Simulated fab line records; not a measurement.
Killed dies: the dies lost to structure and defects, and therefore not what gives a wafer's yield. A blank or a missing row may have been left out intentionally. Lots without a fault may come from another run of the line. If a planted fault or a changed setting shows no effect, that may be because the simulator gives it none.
fab line records | flow sfq-line
[record] lots = 6 | wafers = 18 | last-day = 80
route steps=325 shown I5@237 C5@240 M6@251 I6@266 M8@325
lots with no fault: from the same line, run without faults
start-h: start of the lot's first displayed wafer, in hours after the record's first day | wait-h: hours elapsed since this lot's preceding step | " identical to the entry in the row above | L1.1+2: a single row standing in for several wafers | - value missing, or start not given | * or withheld: withheld | < > ~ a bound
route shown NAME@n: NAME is a module with steps in the file, n the number in the route of the first one | usual: mean/standard deviation taken from wafers without a fault | same: alike in all rows | chamber/n: place in a boat | sites: per-site readings | _std_site: standard deviation of those values | _edge_site: mean of outer sites minus mean of inner sites | radius-mm: for every site, how far away it sits from the centre of the wafer | mask NAME#n: copy n | behind: tool/chamber where the wafer was last shaped | hold: why the lot was held/for how many hours/how that ended | device: names the non-switching transistor (n, p or np) | end of line: the route-end tests of the same wafers | a step with no rows: only its recipe | killed: dies that structure and defects cost at the first sort, which is not the same as the wafer's yield | map: shows each die of a wafer: x if killed, . if not, _ if none is there
set.NAME: the setting as run; set.NAME@STEP: as run at that earlier step | model.NAME: the simulator's own value behind a step, which no gauge read
lots seen at some steps along the route; tables by step, rows by wafer
services: the hour from which a tool's chamber was out of use, counted from the record's first day as start-h (under 0 if before that day), plus the number of hours and why
[[steps]]
[step SFQ_TRILAYER_I5_ETCH_VIA_ETCH_147]
[recipe] stop-on = Nb | mask-material = PR | chemistry = CHF3 | target-depth-nm = 360 | source-w = 500 | bias-w = 80 | pressure-mtorr = 30 | time-s = withheld
[step SFQ_TRILAYER_I5_STRIP_STRIP_148]
[recipe] gas = O2 | power-w = 200 | platen-temp-c = 40 | overash-fraction = 0.65 | chemistry = O2 | pressure-mtorr = 50
[usual] chamber-pressure-mTorr = 50.00/0.04 | drypump-motor-current-A = 5.3/0.38 | he-backside-leak-sccm = 3.5/0.47 | oes-product-au = 1.011/0.011
lot.wafer | tool         | chamber | start-h | wait-h | chamber-pressure-mTorr | drypump-motor-current-A | he-backside-leak-sccm | oes-product-au | rf-hours-counter-h
L453.1    | rie-metal-02 | 0       | 1425.44 | -      | 49.96                  | 5.8                     | 5.8                   | 1.013          | 71
L453.2    | "            | 1       | "       | "      | 49.97                  | 5.9                     | 3.4                   | 1.012          | 27
L453.3    | "            | 0       | "       | "      | 50.05                  | 5.8                     | 4.0                   | 1.022          | -
L459.3    | rie-metal-04 | 1       | 1477.63 | -      | 50.04                  | 4.9                     | 3.4                   | 0.993          | -
L459.5    | "            | 0       | "       | "      | 49.98                  | 5.1                     | 3.0                   | 1.006          | -
L459.6    | "            | 1       | "       | "      | 49.99                  | 4.9                     | 6.0                   | 0.991          | -
L460.3    | rie-metal-02 | 0       | 1478.96 | -      | 49.96                  | 5.7                     | 3.8                   | 1.014          | -
L460.5    | "            | 0       | "       | "      | 50.01                  | 5.8                     | 4.0                   | 1.017          | -
L460.6    | "            | 1       | "       | "      | 50.02                  | 5.9                     | 3.6                   | 1.015          | -
L463.2    | rie-metal-02 | 0       | 1520.76 | -      | 50.04                  | 5.8                     | 3.8                   | 1.012          | 87
L463.4    | "            | 1       | "       | "      | 49.99                  | 6.0                     | 3.2                   | 1.022          | -
L463.5    | "            | 1       | "       | "      | 50.05                  | 5.9                     | 3.3                   | 1.018          | -
L466.1    | rie-metal-04 | 1       | 1529.16 | -      | 50.04                  | 4.9                     | 3.6                   | 0.987          | 35
L466.2    | "            | 1       | "       | "      | 49.99                  | 4.9                     | 3.6                   | 0.984          | -
L466.4    | "            | 1       | "       | "      | 49.98                  | 4.9                     | 3.6                   | 1.000          | -
L472.2    | rie-metal-01 | 0       | 1571.35 | -      | 49.95                  | 5.1                     | 3.3                   | 1.017          | 62
L472.4    | "            | 0       | "       | "      | 49.97                  | 5.1                     | 3.1                   | 1.026          | -
L472.6    | "            | 1       | "       | "      | 50.00                  | 5.2                     | 3.7                   | 1.009          | -
[step SFQ_TRILAYER_I5_STRIP_SOLV_CLEAN_149]
[recipe] chemistry = NMP | temp-c = 70 | time-s = 600
[step SFQ_TRILAYER_C5_LITHO_COAT_156]
[recipe] resist = BARC | spin-rpm = 3000 | resist-thk-nm = 62
[step SFQ_TRILAYER_C5_LITHO_COAT_151]
[recipe] resist = KrF | spin-rpm = 3000 | resist-thk-nm = 650
[step SFQ_TRILAYER_C5_LITHO_SOFTBAKE_155]
[recipe] temp-c = withheld | time-s = withheld | resist = KrF
[step SFQ_TRILAYER_C5_LITHO_EXPOSE_152]
[recipe] mask-id = C5 | na = 0.6 | source-shape = conventional | sigma-outer = 0.65 | target-cd-nm = 500 | dose-mj = 21.3
[step SFQ_TRILAYER_C5_LITHO_PEB_154]
[recipe] peb-temp-c = 115 | peb-time-s = 60 | resist = KrF
[step SFQ_TRILAYER_C5_LITHO_DEVELOP_153]
[recipe] time-s = 60 | resist = KrF
[step SFQ_C5_OVL_MEAS_937]
[usual] C5_OVL = 0/5.7
lot.wafer | tool       | chamber | start-h | wait-h | C5_OVL[nm]
L453.1    | overlay-01 | -       | 1537.57 | 0.1    | -2
L453.2    | "          | -       | "       | "      | -4
L453.3    | "          | -       | "       | "      | -5
L459.3    | overlay-01 | -       | 1584.38 | 0.1    | 4
L459.5    | "          | -       | "       | "      | 0
L459.6    | "          | -       | "       | "      | 0
L460.3    | overlay-01 | -       | 1585.58 | 0.1    | 6
L460.5    | "          | -       | "       | "      | 8
L460.6    | "          | -       | "       | "      | 10
L463.2    | overlay-02 | -       | 1630.79 | 0.1    | 8
L463.4    | "          | -       | "       | "      | -3
L463.5    | "          | -       | "       | "      | -1
L466.1    | overlay-01 | -       | 1641.58 | 0.1    | 1
L466.2    | "          | -       | "       | "      | 2
L466.4    | "          | -       | "       | "      | -1
L472.2    | overlay-02 | -       | 1672.93 | 0.1    | 7
L472.4    | "          | -       | "       | "      | 4
L472.6    | "          | -       | "       | "      | 8
[step SFQ_TRILAYER_C5_BARC_OPEN_VIA_ETCH_210]
[recipe] mask-material = PR | chemistry = O2 | target-depth-nm = 125 | target = BARC | source-w = 500 | bias-w = 80 | pressure-mtorr = 30 | time-s = 41.7
[step SFQ_TRILAYER_C5_ETCH_VIA_ETCH_154]
[recipe] target = SiO2 | mask-material = PR | chemistry = CHF3 | target-depth-nm = 84 | source-w = 500 | bias-w = 80 | pressure-mtorr = 30 | time-s = withheld | stop-on = Nb
[step SFQ_TRILAYER_C5_STRIP_STRIP_155]
[recipe] gas = O2 | power-w = 200 | platen-temp-c = 40 | overash-fraction = 0.65 | chemistry = O2 | pressure-mtorr = 50
[usual] chamber-pressure-mTorr = 50.00/0.047 | drypump-motor-current-A = 5.24/0.15 | he-backside-leak-sccm = 3.5/0.41 | oes-product-au = 1.005/0.0096
lot.wafer | tool         | chamber | start-h | wait-h | chamber-pressure-mTorr | drypump-motor-current-A | he-backside-leak-sccm | oes-product-au | rf-hours-counter-h | model.KrF_of_TRILAYER_C5_LITHO_COAT_151.thk-nm | model.BARC_of_TRILAYER_C5_LITHO_COAT_156.thk-nm
L453.1    | rie-metal-03 | 1       | 1537.70 | -      | 50.07                  | 5.41                    | 3.4                   | 1.004          | 3                  | 0                                              | 0
L453.2    | "            | 0       | "       | "      | 49.99                  | 5.28                    | 3.4                   | 1.004          | 11                 | 0                                              | 0
L453.3    | "            | 1       | "       | "      | 50.04                  | 5.42                    | 3.4                   | 0.995          | -                  | 0                                              | 0
L459.3    | rie-metal-03 | 1       | 1584.70 | -      | -                      | -                       | -                     | -              | -                  | 560.5                                          | 61.82
L459.5    | "            | 0       | "       | "      | -                      | -                       | -                     | -              | -                  | 560.1                                          | 61.71
L459.6    | "            | 1       | "       | "      | -                      | -                       | -                     | -              | -                  | 557.5                                          | 61.69
L460.3    | rie-metal-01 | 1       | 1585.90 | -      | -                      | -                       | -                     | -              | -                  | 560.7                                          | 61.74
L460.5    | "            | 0       | "       | "      | -                      | -                       | -                     | -              | -                  | 557.9                                          | 61.66
L460.6    | "            | 1       | "       | "      | -                      | -                       | -                     | -              | -                  | 556.4                                          | 61.84
L463.2    | rie-metal-01 | 0       | 1631.10 | -      | 50.00                  | 5.08                    | 3.5                   | 1.020          | -                  | 0                                              | 0
L463.4    | "            | 0       | "       | "      | 50.00                  | 5.07                    | 3.6                   | 1.006          | -                  | 0                                              | 0
L463.5    | "            | 0       | "       | "      | 50.02                  | 5.06                    | 3.1                   | 1.012          | -                  | 0                                              | 0
L466.1    | rie-metal-03 | 1       | 1641.70 | -      | 49.96                  | 5.39                    | 3.5                   | 1.009          | 21                 | 0                                              | 0
L466.2    | "            | 0       | "       | "      | 49.98                  | 5.30                    | 3.5                   | 1.003          | 29                 | 0                                              | 0
L466.4    | "            | 0       | "       | "      | 50.05                  | 5.31                    | 3.8                   | 1.002          | -                  | 0                                              | 0
L472.2    | rie-metal-03 | 1       | 1673.04 | -      | 50.04                  | 5.37                    | 3.4                   | 1.006          | 27                 | 0                                              | 0
L472.4    | "            | 1       | "       | "      | 49.97                  | 5.40                    | 3.6                   | 1.010          | -                  | 0                                              | 0
L472.6    | "            | 1       | "       | "      | 49.95                  | 5.40                    | 3.5                   | 1.014          | -                  | 0                                              | 0
[step SFQ_TRILAYER_C5_STRIP_SOLV_CLEAN_156]
[recipe] chemistry = NMP | temp-c = 70 | time-s = 600
[step SFQ_TRILAYER_M6_DEP_PRE_CLEAN_158]
[recipe] gas = Ar | time-s = 22.5 | bias-v = 250
[step SFQ_TRILAYER_M6_DEP_SPUTTER_157]
[recipe] material = Nb | base-pressure-pa = 1.33e-06 | chamber-pressure-pa = 0.1333 | substrate-temp-c = 20 | target-thk-nm = 200 | power-w = 2000 | time-s = 133.3
[usual] throttle-valve-pct = 30.5/1.1
[same] time-s = 133.3
lot.wafer | tool           | chamber | start-h | wait-h | throttle-valve-pct
L453.1    | pvd-sputter-05 | -       | 1538.50 | 0.0    | 30.3
L453.2    | "              | -       | "       | "      | 31.3
L453.3    | "              | -       | "       | "      | 31.8
L459.3    | pvd-sputter-05 | -       | 1585.32 | 0.0    | 31.1
L459.5    | "              | -       | "       | "      | 31.2
L459.6    | "              | -       | "       | "      | 30.8
L460.3    | pvd-sputter-04 | -       | 1586.50 | 0.0    | 31.3
L460.5    | "              | -       | "       | "      | 30.8
L460.6    | "              | -       | "       | "      | 31.2
L463.2    | pvd-sputter-04 | -       | 1632.31 | 0.0    | 30.9
L463.4    | "              | -       | "       | "      | 30.3
L463.5    | "              | -       | "       | "      | 30.7
L466.1    | pvd-sputter-05 | -       | 1642.51 | 0.0    | 30.5
L466.2    | "              | -       | "       | "      | 30.4
L466.4    | "              | -       | "       | "      | 31.1
L472.2    | pvd-sputter-05 | -       | 1673.85 | 0.0    | 31.0
L472.4    | "              | -       | "       | "      | 30.1
L472.6    | "              | -       | "       | "      | 30.9
[step SFQ_M6_RS_MEAS_938]
[recipe] thk-meas-gauge = four-point-probe | reads = Nb_of_TRILAYER_M6_DEP_SPUTTER_157
[usual] M6_NB_RS = 0.889/0.011
lot.wafer | tool          | chamber | start-h | wait-h | M6_NB_RS[ohm/sq]
L453.1    | film-metro-02 | -       | 1538.59 | 0.0    | 0.907
L453.2    | "             | -       | "       | "      | 0.894
L453.3    | "             | -       | "       | "      | 0.881
L459.3    | film-metro-01 | -       | 1585.45 | 0.1    | 0.888
L459.5    | "             | -       | "       | "      | 0.894
L459.6    | "             | -       | "       | "      | 0.886
L460.3    | film-metro-03 | -       | 1586.63 | 0.1    | 0.893
L460.5    | "             | -       | "       | "      | 0.891
L460.6    | "             | -       | "       | "      | 0.889
L463.2    | film-metro-01 | -       | 1632.42 | 0.1    | 0.880
L463.4    | "             | -       | "       | "      | 0.893
L463.5    | "             | -       | "       | "      | 0.876
L466.1    | film-metro-03 | -       | 1642.60 | 0.0    | 0.899
L466.2    | "             | -       | "       | "      | 0.886
L466.4    | "             | -       | "       | "      | 0.883
L472.2    | film-metro-02 | -       | 1673.96 | 0.1    | 0.907
L472.4    | "             | -       | "       | "      | 0.882
L472.6    | "             | -       | "       | "      | 0.878
[step SFQ_TRILAYER_M6_LITHO_COAT_164]
[recipe] resist = BARC | spin-rpm = 3000 | resist-thk-nm = 62
[step SFQ_TRILAYER_M6_LITHO_COAT_159]
[recipe] resist = KrF | spin-rpm = 3000 | resist-thk-nm = 600
[step SFQ_TRILAYER_M6_LITHO_SOFTBAKE_163]
[recipe] temp-c = withheld | time-s = withheld | resist = KrF
[step SFQ_TRILAYER_M6_LITHO_EXPOSE_160]
[recipe] mask-id = M6 | na = 0.6 | source-shape = conventional | sigma-outer = 0.65 | target-cd-nm = 500 | dose-mj = 14.4
[step SFQ_TRILAYER_M6_LITHO_PEB_162]
[recipe] peb-temp-c = 115 | peb-time-s = 60 | resist = KrF
[step SFQ_TRILAYER_M6_LITHO_DEVELOP_161]
[recipe] time-s = 60 | resist = KrF
[step SFQ_M6_OVL_MEAS_940]
[usual] M6_OVL = -3/6.2
lot.wafer | tool       | chamber | start-h | wait-h | M6_OVL[nm]
L453.1    | overlay-01 | -       | 1541.93 | 0.1    | 3
L453.2    | "          | -       | "       | "      | -4
L453.3    | "          | -       | "       | "      | -2
L459.3    | overlay-02 | -       | 1590.34 | 0.1    | 2
L459.5    | "          | -       | "       | "      | 7
L459.6    | "          | -       | "       | "      | 3
L460.3    | overlay-02 | -       | 1591.54 | 0.1    | 0
L460.5    | "          | -       | "       | "      | -4
L460.6    | "          | -       | "       | "      | 0
L463.2    | overlay-02 | -       | 1638.73 | 0.1    | -10
L463.4    | "          | -       | "       | "      | -13
L463.5    | "          | -       | "       | "      | -10
L466.1    | overlay-02 | -       | 1649.63 | 0.1    | -23
L466.2    | "          | -       | "       | "      | -14
L466.4    | "          | -       | "       | "      | -9
L472.2    | overlay-02 | -       | 1678.43 | 0.1    | -4
L472.4    | "          | -       | "       | "      | -3
L472.6    | "          | -       | "       | "      | 2
[step SFQ_TRILAYER_M6_BARC_OPEN_METAL_ETCH_206]
[recipe] mask-material = PR | chemistry = O2 | target-depth-nm = 125 | target = BARC | icp-w = 600 | bias-w = 80 | pressure-mtorr = 10 | time-s = 41.7
[usual] drypump-motor-current-A = 5.46/0.3 | he-backside-leak-sccm = 3.5/0.42 | oes-product-au = 0.685/0.0051
[same] time-s = 41.7
lot.wafer | tool         | chamber | start-h | wait-h | drypump-motor-current-A | he-backside-leak-sccm | oes-product-au | rf-hours-counter-h
L453.1    | rie-metal-03 | 0       | 1541.96 | 0.0    | 5.30                    | 3.4                   | 0.685          | 11
L453.2    | "            | 1       | "       | "      | 5.40                    | 3.5                   | 0.688          | 3
L453.3    | "            | 1       | "       | "      | 5.41                    | 3.5                   | 0.694          | -
L459.3    | rie-metal-01 | 0       | 1590.38 | 0.0    | 5.07                    | 6.2                   | 0.694          | -
L459.5    | "            | 0       | "       | "      | 5.07                    | 3.4                   | 0.693          | -
L459.6    | "            | 1       | "       | "      | 5.17                    | 3.5                   | 0.688          | -
L460.3    | rie-metal-02 | 1       | 1591.58 | 0.0    | 5.95                    | 3.4                   | 0.691          | -
L460.5    | "            | 1       | "       | "      | 5.94                    | 3.4                   | 0.681          | -
L460.6    | "            | 0       | "       | "      | 5.75                    | 3.4                   | 0.692          | -
L463.2    | rie-metal-03 | 0       | 1638.76 | 0.0    | 5.29                    | 3.6                   | 0.671          | 29
L463.4    | "            | 1       | "       | "      | 5.40                    | 3.5                   | 0.686          | -
L463.5    | "            | 1       | "       | "      | 5.42                    | 3.5                   | 0.694          | -
L466.1    | rie-metal-01 | 0       | 1649.66 | 0.0    | 5.06                    | 3.4                   | 0.684          | 78
L466.2    | "            | 1       | "       | "      | 5.16                    | 3.7                   | 0.698          | 57
L466.4    | "            | 1       | "       | "      | 5.15                    | 6.7                   | 0.686          | -
L472.2    | rie-metal-02 | 0       | 1678.46 | 0.0    | 5.77                    | 3.6                   | 0.689          | 112
L472.4    | "            | 0       | "       | "      | 5.75                    | 3.4                   | 0.692          | -
L472.6    | "            | 0       | "       | "      | 5.74                    | 3.7                   | 0.682          | -
[step SFQ_TRILAYER_M6_ETCH_METAL_ETCH_162]
[recipe] target = Nb | stop-on = SiO2 | mask-material = PR | chemistry = Cl2/Ar | target-depth-nm = 240 | icp-w = 600 | bias-w = 80 | pressure-mtorr = 10 | time-s = 120
[step SFQ_TRILAYER_M6_STRIP_STRIP_163]
[recipe] gas = O2 | power-w = 200 | platen-temp-c = 40 | overash-fraction = 0.65 | chemistry = O2 | pressure-mtorr = 50
[usual] chamber-pressure-mTorr = 50.00/0.052 | drypump-motor-current-A = 5.46/0.3 | he-backside-leak-sccm = 3.53/0.27 | oes-product-au = 1.008/0.011
lot.wafer | tool         | chamber | start-h | wait-h | chamber-pressure-mTorr | drypump-motor-current-A | he-backside-leak-sccm | oes-product-au | rf-hours-counter-h
L453.1    | rie-metal-03 | 0       | 1542.15 | 0.1    | 49.87                  | 5.29                    | 3.55                  | 0.994          | 11
L453.2    | "            | 1       | "       | "      | 50.05                  | 5.43                    | 3.57                  | 0.988          | 3
L453.3    | "            | 1       | "       | "      | 50.14                  | 5.41                    | 3.42                  | 1.001          | -
L459.3    | rie-metal-01 | 0       | 1590.75 | 0.2    | 50.01                  | 5.06                    | 3.22                  | 0.999          | -
L459.5    | "            | 0       | "       | "      | 50.03                  | 5.07                    | 3.24                  | 1.005          | -
L459.6    | "            | 1       | "       | "      | 49.93                  | 5.15                    | 3.50                  | 0.999          | -
L460.3    | rie-metal-02 | 1       | 1591.95 | 0.2    | 49.98                  | 5.91                    | 3.41                  | 1.004          | -
L460.5    | "            | 1       | "       | "      | 49.96                  | 5.93                    | 3.34                  | 1.016          | -
L460.6    | "            | 0       | "       | "      | 50.04                  | 5.76                    | 3.59                  | 1.018          | -
L463.2    | rie-metal-03 | 0       | 1638.95 | 0.1    | 50.03                  | 5.30                    | 3.55                  | 1.012          | 29
L463.4    | "            | 1       | "       | "      | 50.02                  | 5.43                    | 3.60                  | 1.001          | -
L463.5    | "            | 1       | "       | "      | 49.99                  | 5.42                    | 3.53                  | 0.996          | -
L466.1    | rie-metal-01 | 0       | 1649.85 | 0.1    | 50.05                  | 5.05                    | 3.49                  | 1.011          | 78
L466.2    | "            | 1       | "       | "      | 49.97                  | 5.17                    | 3.58                  | 1.010          | 57
L466.4    | "            | 1       | "       | "      | 50.02                  | 5.15                    | 3.57                  | 1.013          | -
L472.2    | rie-metal-02 | 0       | 1678.65 | 0.1    | 50.01                  | 5.75                    | 3.73                  | 1.024          | 112
L472.4    | "            | 0       | "       | "      | 50.00                  | 5.76                    | 3.86                  | 1.023          | -
L472.6    | "            | 0       | "       | "      | 49.90                  | 5.80                    | 3.76                  | 1.013          | -
[step SFQ_TRILAYER_M6_STRIP_SOLV_CLEAN_164]
[recipe] chemistry = NMP | temp-c = 70 | time-s = 600
[step SFQ_TRILAYER_I6_DEP_PECVD_165]
[recipe] material = SiO2 | temp-c = 150 | time-s = 111.11 | pressure-torr = 2.4 | rf-w = 183.3 | precursor = SiH4/N2O | target-thk-nm = 500
[step SFQ_TRILAYER_I6_CMP_CMP_166]
[recipe] material = SiO2 | down-force-psi = 3 | platen-rpm = 60 | pad-velocity-m-s = 0.94248
[step SFQ_I6_BOW_MEAS_941]
[recipe] mode = bow
[usual] I6_BOW = 10/12
lot.wafer | tool          | chamber | start-h | wait-h | I6_BOW[um]
L453.1    | film-metro-01 | -       | 1571.76 | 2.0    | -2
L453.2    | "             | -       | "       | "      | -3
L453.3    | "             | -       | "       | "      | 4
L459.3    | film-metro-01 | -       | 1627.15 | 1.5    | -10
L459.5    | "             | -       | "       | "      | -22
L459.6    | "             | -       | "       | "      | -6
L460.3    | film-metro-02 | -       | 1627.48 | 2.5    | 0
L460.5    | "             | -       | "       | "      | 5
L460.6    | "             | -       | "       | "      | 4
L463.2    | film-metro-02 | -       | 1642.82 | 1.0    | 8
L463.4    | "             | -       | "       | "      | 8
L463.5    | "             | -       | "       | "      | 2
L466.1    | film-metro-01 | -       | 1653.70 | 1.5    | 27
L466.2    | "             | -       | "       | "      | 28
L466.4    | "             | -       | "       | "      | 12
L472.2    | film-metro-01 | -       | 1682.64 | 1.5    | 13
L472.4    | "             | -       | "       | "      | 16
L472.6    | "             | -       | "       | "      | 25
[step SFQ_TRILAYER_I6_METRO_MEASURE_167]
[step SFQ_TRILAYER_I6_VIA_LITHO_COAT_174]
[recipe] resist = BARC | spin-rpm = 3000 | resist-thk-nm = 62
[step SFQ_TRILAYER_I6_VIA_LITHO_COAT_169]
[recipe] resist = KrF | spin-rpm = 3000 | resist-thk-nm = 650
[step SFQ_TRILAYER_I6_VIA_LITHO_SOFTBAKE_173]
[recipe] temp-c = withheld | time-s = withheld | resist = KrF
[step SFQ_TRILAYER_I6_VIA_LITHO_EXPOSE_170]
[recipe] mask-id = I6 | na = 0.6 | source-shape = conventional | sigma-outer = 0.65 | target-cd-nm = 700 | dose-mj = 21.3
[step SFQ_TRILAYER_I6_VIA_LITHO_PEB_172]
[recipe] peb-temp-c = 115 | peb-time-s = 60 | resist = KrF
[step SFQ_TRILAYER_I6_VIA_LITHO_DEVELOP_171]
[recipe] time-s = 60 | resist = KrF
[step SFQ_I6_OVL_MEAS_942]
[usual] I6_OVL = -2/5.6
lot.wafer | tool       | chamber | start-h | wait-h | I6_OVL[nm]
L453.1    | overlay-02 | -       | 1575.33 | 0.1    | -1
L453.2    | "          | -       | "       | "      | -4
L453.3    | "          | -       | "       | "      | -1
L459.3    | overlay-01 | -       | 1634.39 | 0.1    | 3
L459.5    | "          | -       | "       | "      | 4
L459.6    | "          | -       | "       | "      | 3
L460.3    | overlay-01 | -       | 1635.59 | 0.1    | -2
L460.5    | "          | -       | "       | "      | -8
L460.6    | "          | -       | "       | "      | -4
L463.2    | overlay-02 | -       | 1650.83 | 0.1    | -3
L463.4    | "          | -       | "       | "      | -5
L463.5    | "          | -       | "       | "      | -10
L466.1    | overlay-01 | -       | 1659.23 | 0.1    | -3
L466.2    | "          | -       | "       | "      | -4
L466.4    | "          | -       | "       | "      | 0
L472.2    | overlay-02 | -       | 1689.23 | 0.1    | -5
L472.4    | "          | -       | "       | "      | -1
L472.6    | "          | -       | "       | "      | -6
[step SFQ_TRILAYER_I6_VIA_BARC_OPEN_VIA_ETCH_235]
[recipe] mask-material = PR | chemistry = O2 | target-depth-nm = 125 | target = BARC | source-w = 500 | bias-w = 80 | pressure-mtorr = 30 | time-s = 41.7
[usual] drypump-motor-current-A = 5.8/0.4 | oes-product-au = 0.685/0.005
[same] time-s = 41.7
lot.wafer | tool        | chamber | start-h | wait-h | drypump-motor-current-A | oes-product-au | rf-hours-counter-h
L453.1    | rie-diel-03 | 0       | 1575.36 | 0.0    | 4.8                     | 0.681          | 22
L453.2    | "           | 1       | "       | "      | 5.4                     | 0.690          | 22
L453.3    | "           | 2       | "       | "      | 5.8                     | 0.684          | 9
L459.3    | rie-diel-01 | 2       | 1634.41 | 0.0    | 5.8                     | 0.685          | 9
L459.5    | "           | 1       | "       | "      | 5.8                     | 0.683          | -
L459.6    | "           | 2       | "       | "      | 5.8                     | 0.679          | -
L460.3    | rie-diel-04 | 1       | 1635.61 | 0.0    | 6.6                     | 0.684          | 14
L460.5    | "           | 3       | "       | "      | 5.3                     | 0.676          | -
L460.6    | "           | 0       | "       | "      | 5.7                     | 0.691          | -
L463.2    | rie-diel-04 | 0       | 1650.86 | 0.0    | 5.7                     | 0.690          | 18
L463.4    | "           | 1       | "       | "      | 6.6                     | 0.692          | 14
L463.5    | "           | 3       | "       | "      | 5.3                     | 0.691          | -
L466.1    | rie-diel-01 | 1       | 1659.26 | 0.0    | 5.8                     | 0.680          | 14
L466.2    | "           | 3       | "       | "      | 6.2                     | 0.683          | 8
L466.4    | "           | 2       | "       | "      | 5.8                     | 0.689          | 10
L472.2    | rie-diel-01 | 3       | 1689.26 | 0.0    | 6.2                     | 0.678          | 8
L472.4    | "           | 1       | "       | "      | 5.8                     | 0.684          | 14
L472.6    | "           | 3       | "       | "      | 6.2                     | 0.682          | -
[step SFQ_TRILAYER_I6_VIA_ETCH_VIA_ETCH_172]
[recipe] target = SiO2 | stop-on = Nb | mask-material = PR | taper-deg = 20 | chemistry = CHF3 | target-depth-nm = 260 | source-w = 500 | bias-w = 80 | pressure-mtorr = 30 | time-s = withheld
[step SFQ_M8_BOW_MEAS_951]
[recipe] mode = bow
[usual] M8_BOW = 12/12
lot.wafer | tool          | chamber | start-h | wait-h | M8_BOW[um] | model.etest.m6.ohm-sq | model.etest.m6.ohm-um | model.etest.i6.link-ohm | model.etest.i5.link-ohm | model.etest.c5.link-ohm | model.etest.jj.g-times
L453.1    | film-metro-03 | -       | 1844.72 | 0.0    | -4         | 0.9084                | 1.827                 | 1.885                   | 2.294                   | 8.078                   | 0.9992
L453.2    | "             | -       | "       | "      | -4         | 0.894                 | 1.778                 | 1.87                    | 2.286                   | 7.963                   | 0.9926
L453.3    | "             | -       | "       | "      | 3          | 0.8809                | 1.755                 | 1.845                   | 2.24                    | 7.985                   | 0.9939
L459.3    | film-metro-01 | -       | 1879.06 | 0.0    | -6         | 1e+06                 | 1e+06                 | 1e+06                   | 1e+06                   | 1e+06                   | 0
L459.5    | "             | -       | "       | "      | -18        | 1e+06                 | 1e+06                 | 1e+06                   | 1e+06                   | 1e+06                   | 0
L459.6    | "             | -       | "       | "      | -2         | 1e+06                 | 1e+06                 | 1e+06                   | 1e+06                   | 1e+06                   | 0
L460.3    | film-metro-02 | -       | 1881.46 | 0.0    | 4          | 1e+06                 | 1e+06                 | 1e+06                   | 1e+06                   | 1e+06                   | 0
L460.5    | "             | -       | "       | "      | 9          | 1e+06                 | 1e+06                 | 1e+06                   | 1e+06                   | 1e+06                   | 0
L460.6    | "             | -       | "       | "      | 7          | 1e+06                 | 1e+06                 | 1e+06                   | 1e+06                   | 1e+06                   | 0
L463.2    | film-metro-02 | -       | 1887.44 | 0.0    | 2          | 0.8782                | 1.748                 | 1.859                   | 2.247                   | 8.026                   | 0.9906
L463.4    | "             | -       | "       | "      | 3          | 0.8908                | 1.763                 | 1.877                   | 2.269                   | 8.096                   | 1
L463.5    | "             | -       | "       | "      | -1         | 0.8742                | 1.725                 | 1.863                   | 2.241                   | 8.014                   | 1
L466.1    | film-metro-03 | -       | 1898.22 | 0.0    | 29         | 0.8963                | 1.796                 | 1.88                    | 2.286                   | 7.973                   | 0.9956
L466.2    | "             | -       | "       | "      | 30         | 0.885                 | 1.79                  | 1.857                   | 2.294                   | 7.978                   | 0.9955
L466.4    | "             | -       | "       | "      | 13         | 0.8819                | 1.781                 | 1.865                   | 2.277                   | 7.904                   | 0.9998
L472.2    | film-metro-03 | -       | 1917.44 | 0.0    | 17         | 0.9089                | 1.838                 | 1.899                   | 2.33                    | 8.147                   | 1.002
L472.4    | "             | -       | "       | "      | 18         | 0.8806                | 1.783                 | 1.875                   | 2.273                   | 8.005                   | 0.999
L472.6    | "             | -       | "       | "      | 28         | 0.8793                | 1.775                 | 1.876                   | 2.251                   | 8.047                   | 0.9935
[[services]]
tool           | chamber | start-h | hours | kind
rie-metal-01   | -       | 1420.45 | 0.4   | repair
rie-diel-03    | -       | 1452.12 | 0.3   | repair
rie-metal-03   | 0       | 1470.63 | -     | clean
rie-metal-03   | 0       | 1470.63 | -     | consumable-replace:focus-ring
rie-metal-03   | 0       | 1470.63 | 21.3  | scheduled-down
rie-metal-03   | 0       | 1470.63 | 21.3  | vent-cycle
rie-diel-03    | 1       | 1480.81 | 9.8   | repair
rie-metal-02   | -       | 1495.19 | 0.2   | repair
rie-metal-03   | 1       | 1498.24 | -     | clean
rie-metal-02   | -       | 1498.49 | 0.2   | repair
rie-diel-04    | 0       | 1525.11 | 2.0   | repair
rie-metal-04   | 0       | 1528.84 | 5.5   | repair
rie-metal-01   | 0       | 1556.29 | 14.0  | repair
rie-diel-03    | 0       | 1556.52 | 8.0   | repair
pvd-sputter-05 | -       | 1565.34 | 3.7   | repair
rie-metal-04   | -       | 1577.31 | 2.8   | pm
rie-diel-01    | -       | 1610.53 | 0.6   | repair
rie-diel-01    | 0       | 1620.70 | 3.9   | repair
rie-metal-01   | 1       | 1624.47 | 7.3   | repair
rie-diel-04    | 3       | 1642.58 | 6.8   | repair
rie-diel-03    | -       | 1659.97 | 1.6   | repair
rie-diel-01    | 0       | 1665.31 | 5.8   | repair
rie-metal-03   | -       | 1666.10 | 0.6   | repair
pvd-sputter-04 | -       | 1687.50 | 2.1   | repair
[[key]]
[first-sign] step = SFQ_TRILAYER_C5_STRIP_STRIP_155 | reading = tool-record | direction = missing
effect none on later readings
[model-effect] step = SFQ_TRILAYER_C5_STRIP_STRIP_155 | value = KrF_of_TRILAYER_C5_LITHO_COAT_151.thk-nm | without = 0 | struck = 558.9
[model-effect] step = SFQ_M8_BOW_MEAS_951 | value = etest.m6.ohm-sq | without = 0.8895 | struck = 1e+06
met-at SFQ_TRILAYER_C5_STRIP_STRIP_155
struck-wafers L459.3,L459.5,L459.6,L460.3,L460.5,L460.6
onset-between 1537.70 1584.70
[fault] kind = skipped-step-whole | tool = rie-metal-01,rie-metal-03 | chamber = - | onset-h = 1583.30 | steps = SFQ_TRILAYER_C5_STRIP_STRIP_155 | scope = struck-lots-only
